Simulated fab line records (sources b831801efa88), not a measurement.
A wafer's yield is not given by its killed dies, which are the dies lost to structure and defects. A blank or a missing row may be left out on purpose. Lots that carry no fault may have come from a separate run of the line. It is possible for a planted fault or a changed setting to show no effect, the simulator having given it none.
Which tool did it? ; flow sky130 ; Sampling: 10 lots, 30 wafers, 7 of 708 route steps

== WHAT THE GAUGES SHOWED, per wafer ==
SKY_VIA3_CD_MEAS_12: the cd target is 200 nm. Usual: 199.9 nm for cd nm, sd 1.5.
lot;measured;on;cd nm (nm);flag
L703;day 39 09:01;cd sem-02;196.9 197.8 197.7;
L704;day 39 15:38;cd sem-02;199.1 197.8 198.9;
L705;day 39 20:40;cd sem-01;200.4 200.7 202.1;
L707;day 40 12:08;cd sem-01;199.7 199.1 199.5;
L708;day 41 02:01;cd sem-01;200.5 199.1 201.1;
L709;day 41 03:45;cd sem-02;198.7 199.5 199.5;
L712;day 42 07:31;cd sem-02;201.6 201.6 202.6;
L723;day 46 06:18;cd sem-02;199.6 199.7 199.3;
L724;day 46 07:38;cd sem-02;200.0 200.9 200.2;
L722;day 46 10:07;cd sem-01;199.9 199.7 199.6;

SKY_CAP2M_RS_MEAS_03: measures by four-point-probe. Usual: for CAP2M_TIN_RS the level is 6.94 ohm/sq and the standard deviation is 0.08.
lot;measured;on;CAP2M_TIN_RS (ohm/sq);flag
L703;day 39 10:55;film metro-02;7.03 7.03 6.91;
L704;day 39 17:32;film metro-01;6.90 7.00 6.93;
L705;day 39 22:35;film metro-04;6.93 7.08 7.13;
L707;day 40 14:00;film metro-04;6.91 6.94 6.91;
L708;day 41 03:53;film metro-02;6.99 6.99 6.91;
L709;day 41 05:37;film metro-01;6.89 7.02 7.02;
L712;day 42 09:23;film metro-01;7.03 6.91 6.92;
L723;day 46 08:19;film metro-04;6.88 6.92 9.78;OFF
L724;day 46 09:30;film metro-04;7.08 6.88 6.95;
L722;day 46 11:58;film metro-01;9.83 9.75 9.73;OFF

SKY_CAP2M_THK_MEAS_04: measures by xrf. Usual: for CAP2M_TIN_THK the level is 198.5 nm and the standard deviation is 2.5.
lot;measured;on;CAP2M_TIN_THK (nm);flag
L703;day 39 11:01;film metro-02;197.6 196.2 199.8;
L704;day 39 17:38;film metro-01;199.5 196.6 198.9;
L705;day 39 22:42;film metro-04;195.2 191.3 190.1;
L707;day 40 14:07;film metro-04;197.9 198.1 197.8;
L708;day 41 04:00;film metro-02;198.8 198.9 201.0;
L709;day 41 05:44;film metro-01;198.9 196.1 195.4;
L712;day 42 09:31;film metro-01;197.0 199.1 199.7;
L723;day 46 08:25;film metro-04;199.3 197.9 141.9;OFF
L724;day 46 09:37;film metro-04;193.4 199.3 195.9;
L722;day 46 12:05;film metro-01;142.4 143.2 143.0;OFF

SKY_METAL4_OVL_MEAS_14. Usual: for METAL4_OVL the level is 2 nm and the standard deviation is 5.8.
lot;measured;on;METAL4_OVL (nm);flag
L703;day 41 12:22;overlay-01;-4 0 0;
L704;day 41 19:08;overlay-01;3 3 2;
L705;day 41 23:22;overlay-01;-2 -6 -11;
L707;day 42 13:18;overlay-02;-5 -7 -11;
L708;day 43 03:08;overlay-02;6 3 8;
L709;day 43 05:10;overlay-02;2 -1 3;
L712;day 44 07:04;overlay-02;-4 -1 -1;
L723;day 47 22:52;overlay-02;2 11 2;
L724;day 48 01:44;overlay-01;-13 -4 -10;
L722;day 48 02:53;overlay-02;4 11 9;

== TOOL THAT RAN EACH LOT (tool first, then ch and the chambers of the sampled wafers, then the start) ==
lot;SKY_METAL3_ETCH_16;SKY_CAP2M_SPUTTER_02;SKY_CAP2M_METAL_ETCH_13
L703;rie metal-03 ch 0,1, day 38 06:43;pvd sputter-03, day 39 10:46;rie metal-04 ch 0,1, day 40 11:26
L704;rie metal-03 ch 0,1, day 38 13:09;pvd sputter-02, day 39 17:23;rie metal-04 ch 0,1, day 40 18:36
L705;rie metal-02 ch 0, day 38 17:53;pvd sputter-02, day 39 22:28;rie metal-01 ch 0,1, day 40 22:52
L707;rie metal-02 ch 0,1, day 39 09:58;pvd sputter-03, day 40 13:53;rie metal-03 ch 0,1, day 41 13:23
L708;rie metal-04 ch 0,1, day 39 23:49;pvd sputter-02, day 41 03:46;rie metal-01 ch 0,1, day 42 03:04
L709;rie metal-03 ch 0,1, day 40 01:34;pvd sputter-03, day 41 05:30;rie metal-03 ch 0,1, day 42 05:29
L712;rie metal-02 ch 0,1, day 41 06:19;pvd sputter-02, day 42 09:17;rie metal-01 ch 0,1, day 43 08:19
L723;rie metal-03 ch 0,1, day 45 07:53;pvd sputter-02, day 46 08:10;rie metal-03 ch 1, day 47 03:17
L724;rie metal-02 ch 0,1, day 45 10:11;pvd sputter-03, day 46 09:23;rie metal-01 ch 0,1, day 47 05:58
L722;rie metal-03 ch 0,1, day 45 12:13;pvd sputter-02, day 46 11:50;rie metal-04 ch 0,1, day 47 06:46
- SKY_METAL3_ETCH_16: etches BARC in N2/H2, stops on SiO2, time 88.2 s, target depth 60 nm.
- SKY_CAP2M_SPUTTER_02: material TiN, target thk 200 nm, time 166.7 s.
- SKY_CAP2M_METAL_ETCH_13: etches TiN in Cl2/BCl3, stops on SiO2, target depth 220 nm, time 62.9 s.

== WHAT THE TOOLS THEMSELVES READ (means of the sampled wafers that have a number; where no wafer has one, the mark that the record gives instead) ==
SKY_METAL3_ETCH_16. Usual: drypump motor current A 6.3 A, standard deviation 0.33; oes product au 0.625 a.u., standard deviation 0.0045; throttle valve pct 13.206 %, standard deviation 0.0093.
lot;tool;drypump motor current A (A);oes product au (a.u.);throttle valve pct (%);flag
L703;rie metal-03;6.0;0.628;13.198;
L704;rie metal-03;6.0;0.624;13.214;
L705;rie metal-02;6.6;0.625;13.201;
L707;rie metal-02;6.6;0.627;13.201;
L708;rie metal-04;6.2;0.628;13.201;
L709;rie metal-03;6.0;0.624;13.200;
L712;rie metal-02;6.6;0.631;13.193;
L723;rie metal-03;6.0;0.629;13.204;
L724;rie metal-02;6.6;0.623;13.212;
L722;rie metal-03;6.0;0.627;13.201;

SKY_CAP2M_SPUTTER_02. Usual: 30.2 % for throttle valve pct, sd 0.75.
lot;tool;throttle valve pct (%);flag
L703;pvd sputter-03;29.9;
L704;pvd sputter-02;30.4;
L705;pvd sputter-02;30.5;
L707;pvd sputter-03;30.1;
L708;pvd sputter-02;31.2;
L709;pvd sputter-03;29.9;
L712;pvd sputter-02;30.3;
L723;pvd sputter-02;29.8;
L724;pvd sputter-03;30.0;
L722;pvd sputter-02;30.8;

SKY_CAP2M_METAL_ETCH_13. Usual: drypump motor current A 5.7 A, standard deviation 0.47; oes product au 0.939 a.u., standard deviation 0.0079; throttle valve pct 21.904 %, standard deviation 0.0095.
lot;tool;drypump motor current A (A);oes product au (a.u.);throttle valve pct (%);flag
L703;rie metal-04;6.0;0.934;21.902;
L704;rie metal-04;5.9;0.940;21.899;
L705;rie metal-01;5.5;0.931;21.909;
L707;rie metal-03;6.1;0.938;21.904;
L708;rie metal-01;5.2;0.934;21.909;
L709;rie metal-03;6.1;0.933;21.906;
L712;rie metal-01;5.3;0.932;21.909;
L723;rie metal-03;5.8;0.892;21.934;OFF
L724;rie metal-01;5.5;0.937;21.894;
L722;rie metal-04;6.0;0.780;22.005;OFF

== THE ANSWER, worked out from the rows above alone ==
Rule: lot off if the mean of its wafers having a number is beyond 3 standard deviations from the usual mean. Also off: a lot with no number at a reading for which 4 or more lots have one. All remaining lots with rows at the step are treated as sound. First the gauges in route order, then the tools' own readings, where a lot's mean is used as printed above. At the first step where some lot is off, the reading lying furthest off is the one used; lots without a number count as furthest.
Off: L723, L722, at SKY_CAP2M_RS_MEAS_03 (CAP2M_TIN_RS).
If a tool, at a process step before that reading, ran all the lots that are off and no sound lot after the first of them, it fits. Not tried: the gauges at SKY_CAP2M_RS_MEAS_03; whatever is off there is also off at SKY_CAP2M_METAL_ETCH_13, on other tools, and gauge error can't account for it. 2 tools fit, rie metal-03 at SKY_METAL3_ETCH_16 and pvd sputter-02 at SKY_CAP2M_SPUTTER_02, so this cannot tell which one it is.

== WHAT THE SIMULATOR HAD INSERTED ==
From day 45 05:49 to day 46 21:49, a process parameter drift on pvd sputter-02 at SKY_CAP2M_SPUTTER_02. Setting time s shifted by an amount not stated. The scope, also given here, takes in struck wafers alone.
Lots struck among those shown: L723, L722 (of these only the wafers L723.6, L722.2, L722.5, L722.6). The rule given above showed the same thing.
